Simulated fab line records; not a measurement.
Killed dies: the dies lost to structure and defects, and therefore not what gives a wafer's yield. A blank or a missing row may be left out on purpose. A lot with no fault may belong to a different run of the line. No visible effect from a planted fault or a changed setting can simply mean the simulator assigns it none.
The same fault as seen by 2 desks    flow sfqLine    what lay behind the numbers comes last; until then each desk has only its own

AT THE TOOL OWNER'S DESK: rieMetal-03
The tool's own readings at SFQ_TRILAYER_M7_BARC_OPEN_METAL_ETCH_229 (etches BARC in O2, target depth 125 nm, time 41.7 s): means of the sampled wafers that have a number, for each lot that ran on this tool. If a lot's mean is further than 4 standard deviations from the usual mean, the lot is out of limits and carries the mark OUT (the distance appears in the brackets).
Columns: A = chamberPressureMTorr at SFQ_TRILAYER_M7_BARC_OPEN_METAL_ETCH_229, usual 10.000 mTorr; B = drypumpMotorCurrentA at SFQ_TRILAYER_M7_BARC_OPEN_METAL_ETCH_229, usual 5.9 A; C = heBacksideLeakSccm at SFQ_TRILAYER_M7_BARC_OPEN_METAL_ETCH_229, usual 3.5 sccm; D = oesProductAu at SFQ_TRILAYER_M7_BARC_OPEN_METAL_ETCH_229, usual 0.685 a.u.
lot   first seen here  A       B    C    D
L188  day 67 14:47     10.009  5.9  3.5  0.688
L189  day 67 21:59     10.006  6.3  3.7  0.687
L193  day 68 14:38     9.998   6.0  3.4  0.688
L205  day 75 07:11     10.007  5.8  3.5  0.687
This desk found nothing out of limits on any of the 4 lots.

THE METROLOGY DESK
Lot by lot, what the gauges showed, no matter which tool ran the lot: averages of those sampled wafers that carry a number. If a lot's mean is further than 4 standard deviations from the usual mean, the lot is out of limits and carries the mark OUT (the distance appears in the brackets).
Columns: A = M7_NB_RS at SFQ_M7_RS_MEAS_943, usual 0.885 ohm/sq; B = M7_OVL at SFQ_M7_OVL_MEAS_945, usual 0 nm
lot   first seen here  A      B
L188  day 63 15:00     0.906  2
L189  day 63 19:12     0.891  -2
L193  day 64 13:07     0.881  10
L195  day 66 00:53     0.870  2
L200  day 73 19:46     0.891  -5
L203  day 74 08:27     0.886  5
L205  day 74 13:13     0.896  -8
This desk found nothing out of limits on any of the 7 lots.

PUT TOGETHER
The tool owner's desk saw nothing out of limits.
The metrology desk saw nothing out of limits.

WHAT THE SIMULATOR HAD PUT IN
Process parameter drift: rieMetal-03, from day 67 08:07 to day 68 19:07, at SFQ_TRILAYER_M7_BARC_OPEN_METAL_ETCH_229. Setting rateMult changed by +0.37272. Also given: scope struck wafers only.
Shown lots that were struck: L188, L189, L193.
